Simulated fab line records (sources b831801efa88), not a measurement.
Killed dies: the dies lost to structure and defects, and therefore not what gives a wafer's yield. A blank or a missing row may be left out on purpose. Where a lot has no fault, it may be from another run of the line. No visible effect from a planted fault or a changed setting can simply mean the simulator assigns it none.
Which tool is to blame? + flow sky130 + 12 lots with 36 wafers sampled at 4 steps, on a route of 708 steps

## WHAT THE GAUGES READ, wafer by wafer
SKY_VIA2_THK_MEAS_01. Usual: VIA2_HDPCVD_THK 1178 nm, standard deviation 12.
| lot  | measured     | on            | VIA2_HDPCVD_THK (nm) | flag |
|------|--------------|---------------|----------------------|------|
| L529 | day 35 22:43 | film-metro-02 | 1179 1162 1175       |      |
| L530 | day 36 12:04 | film-metro-03 | 1164 1178 1175       |      |
| L531 | day 36 16:46 | film-metro-01 | 1163 1172 1200       |      |
| L533 | day 37 18:53 | film-metro-02 | 1187 1195 1196       |      |
| L534 | day 37 23:29 | film-metro-01 | 1169 1184 1176       |      |
| L537 | day 39 00:08 | film-metro-01 | 1181 1164 1171       |      |
| L538 | day 39 01:42 | film-metro-01 | 1178 1190 1163       |      |
| L539 | day 39 04:31 | film-metro-03 | 1176 1182 1185       |      |
| L543 | day 40 05:04 | film-metro-01 | 1169 1174 1174       |      |
| L542 | day 40 07:34 | film-metro-01 | 1191 1191 1196       |      |
| L551 | day 42 05:57 | film-metro-02 | 815 811 812          | OFF  |
| L552 | day 42 16:01 | film-metro-01 | 821 818 803          | OFF  |

SKY_VIA2_BOW_MEAS_03. Usual: VIA2_BOW 86 um, standard deviation 7.3.
| lot  | measured     | on            | VIA2_BOW (um) | flag |
|------|--------------|---------------|---------------|------|
| L529 | day 35 23:05 | film-metro-01 | 81 85 93      |      |
| L530 | day 36 12:25 | film-metro-02 | 91 88 76      |      |
| L531 | day 36 17:08 | film-metro-01 | 88 89 97      |      |
| L533 | day 37 19:14 | film-metro-02 | 86 85 89      |      |
| L534 | day 37 23:50 | film-metro-01 | 81 80 78      |      |
| L537 | day 39 00:29 | film-metro-01 | 96 89 85      |      |
| L538 | day 39 02:19 | film-metro-01 | 81 92 77      |      |
| L539 | day 39 05:30 | film-metro-02 | 89 83 83      |      |
| L543 | day 40 05:25 | film-metro-01 | 92 86 78      |      |
| L542 | day 40 07:56 | film-metro-02 | 79 85 79      |      |
| L551 | day 42 06:19 | film-metro-02 | 86 88 76      |      |
| L552 | day 42 16:24 | film-metro-01 | 86 85 99      |      |

## EACH LOT AND THE TOOL THAT RAN IT (in order: tool; ch and the chambers of the sampled wafers; start)
| lot  | SKY_METAL2_SPUTTER_00        | SKY_VIA2_HDPCVD_00               |
|------|------------------------------|----------------------------------|
| L529 | pvd-sputter-03, day 34 19:12 | hdpcvd-02 ch 0,1,2, day 35 22:36 |
| L530 | pvd-sputter-02, day 35 08:13 | hdpcvd-01 ch 0,2, day 36 11:56   |
| L531 | pvd-sputter-02, day 35 11:43 | hdpcvd-01 ch 0,1,2, day 36 16:37 |
| L533 | pvd-sputter-02, day 36 14:34 | hdpcvd-02 ch 1,2, day 37 18:45   |
| L534 | pvd-sputter-02, day 36 19:18 | hdpcvd-02 ch 0,2, day 37 23:21   |
| L537 | pvd-sputter-01, day 37 20:49 | hdpcvd-01 ch 1,2, day 39 00:00   |
| L538 | pvd-sputter-02, day 37 22:10 | hdpcvd-01 ch 1,2, day 39 01:34   |
| L539 | pvd-sputter-03, day 38 00:55 | hdpcvd-01 ch 0,1, day 39 04:23   |
| L543 | pvd-sputter-03, day 39 01:59 | hdpcvd-02 ch 0,1,2, day 40 04:56 |
| L542 | pvd-sputter-01, day 39 04:54 | hdpcvd-02 ch 0,1,2, day 40 07:25 |
| L551 | pvd-sputter-02, day 41 03:49 | hdpcvd-01 ch 1,2, day 42 05:50   |
| L552 | pvd-sputter-01, day 41 13:58 | hdpcvd-01 ch 0,1,2, day 42 15:55 |
- SKY_METAL2_SPUTTER_00: material Ti, target thk 15 nm, time 10 s.
- SKY_VIA2_HDPCVD_00: deposits SiO2, target thk 1180 nm, time 196.7 s.

## AS READ BY THE TOOLS THEMSELVES (means over the sampled wafers that have a number; for cases with no such wafer, the mark the record gives instead)
SKY_METAL2_SPUTTER_00. Usual: throttle-valve-pct reads 29.5 % (standard deviation 1).
| lot  | tool           | throttle-valve-pct (%) | flag |
|------|----------------|------------------------|------|
| L529 | pvd-sputter-03 | 29.0                   |      |
| L530 | pvd-sputter-02 | 29.8                   |      |
| L531 | pvd-sputter-02 | 30.0                   |      |
| L533 | pvd-sputter-02 | 30.6                   |      |
| L534 | pvd-sputter-02 | 29.8                   |      |
| L537 | pvd-sputter-01 | 30.2                   |      |
| L538 | pvd-sputter-02 | 30.3                   |      |
| L539 | pvd-sputter-03 | 29.2                   |      |
| L543 | pvd-sputter-03 | 29.2                   |      |
| L542 | pvd-sputter-01 | 28.8                   |      |
| L551 | pvd-sputter-02 | 30.1                   |      |
| L552 | pvd-sputter-01 | 28.6                   |      |

## THE ANSWER, worked out from the rows above alone
Rule: take the mean of a lot's wafers that have a number; if it is more than 3 standard deviations from the usual mean, the lot is off. A lot without any number at a reading at which 4 lots or more have one is off too. Where the step has rows for the other lots, those lots are counted as sound. The gauges are gone through in route order, then the tools' own readings, and for those a lot's mean is taken as printed above. At the first step where some lot is off, the reading lying furthest off is the one used; lots without a number count as furthest.
Off: L551, L552, at SKY_VIA2_THK_MEAS_01 (VIA2_HDPCVD_THK).
If a tool, at a process step before that reading, ran all the lots that are off and no sound lot after the first of them, it fits. The gauges at SKY_VIA2_THK_MEAS_01 are tried like those tools. One fits: hdpcvd-01 at SKY_VIA2_HDPCVD_00. A fault onset in the window from L539 (day 39 04:23, its last sound lot) to L551 (day 42 05:50, its first lot off) fits.

## WHAT THE SIMULATOR HAD INSERTED
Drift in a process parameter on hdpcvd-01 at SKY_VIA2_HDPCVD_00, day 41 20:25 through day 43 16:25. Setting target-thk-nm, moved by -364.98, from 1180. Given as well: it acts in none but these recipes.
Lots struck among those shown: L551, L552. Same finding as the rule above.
